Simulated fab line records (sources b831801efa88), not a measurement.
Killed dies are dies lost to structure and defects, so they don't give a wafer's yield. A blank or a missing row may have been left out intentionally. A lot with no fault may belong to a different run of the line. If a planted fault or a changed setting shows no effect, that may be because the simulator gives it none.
Matching of chambers :: flow sfqLine :: SFQ_TRILAYER_I7_CMP_CMP_184 on cmp-02 has 4 sister chambers
The step polishes SiO2. 8 wafers are shown with their chamber, then 7 later ones without.

## WAFERS PAIRED WITH THEIR CHAMBERS
wafer: L163.5
chamber: 1
timeToEndpointS (s): 250
motorCurrentA (A): 10.0

wafer: L165.2
chamber: 0
timeToEndpointS (s): 218
motorCurrentA (A): 9.4

wafer: L165.1
chamber: 2
timeToEndpointS (s): 207
motorCurrentA (A): 8.9

wafer: L165.4
chamber: 3
timeToEndpointS (s): 213
motorCurrentA (A): 10.3

wafer: L167.4
chamber: 0
timeToEndpointS (s): 220
motorCurrentA (A): 9.5

wafer: L167.1
chamber: 2
timeToEndpointS (s): 199
motorCurrentA (A): 9.5

wafer: L167.5
chamber: 1
timeToEndpointS (s): 228
motorCurrentA (A): 10.2

wafer: L173.3
chamber: 3
timeToEndpointS (s): 198
motorCurrentA (A): 9.4

## WAFERS MISSING THEIR CHAMBER
wafer: L173.5
timeToEndpointS (s): 217
motorCurrentA (A): 9.3

wafer: L174.2
timeToEndpointS (s): 197
motorCurrentA (A): 9.7

wafer: L174.4
timeToEndpointS (s): 215
motorCurrentA (A): 9.6

wafer: L174.5
timeToEndpointS (s): 202
motorCurrentA (A): 9.4

wafer: L175.1
timeToEndpointS (s): 207
motorCurrentA (A): 9.4

wafer: L175.2
timeToEndpointS (s): 213
motorCurrentA (A): 10.1

wafer: L175.6
timeToEndpointS (s): 200
motorCurrentA (A): 9.6

## WHICH CHAMBER EACH ONE RAN IN
wafer: L173.5
from the rows above: can't be placed: 0 or 2 or 3
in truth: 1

wafer: L174.2
from the rows above: can't be placed: 3 or 2 or 0
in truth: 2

wafer: L174.4
from the rows above: can't be placed: 0 or 3 or 2
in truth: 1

wafer: L174.5
from the rows above: can't be placed: 2 or 3 or 0
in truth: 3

wafer: L175.1
from the rows above: can't be placed: 2 or 3 or 0
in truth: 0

wafer: L175.2
from the rows above: can't be placed: 3 or 0 or 2 or 1
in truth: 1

wafer: L175.6
from the rows above: can't be placed: 3 or 2 or 0
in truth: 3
0 of 7 placed correctly. Not placeable from these rows: 7 (in 5, the candidates include the true chamber). Number placed wrongly: 0.
How it was worked out, from the rows above alone: a wafer's distance from a chamber is the root of the sum, over the readings, of the square of ((its reading less the chamber's mean) divided by the reading's scatter). If the next closest chamber is less than 2 further off than the closest, the wafer can't be placed; otherwise it belongs to the closest. The mean given for a chamber averages the wafers shown for that chamber. The scatter is the square root of a quotient: the sum, over the shown wafers, of each reading's squared deviation from its chamber's mean, divided by wafers minus chambers.
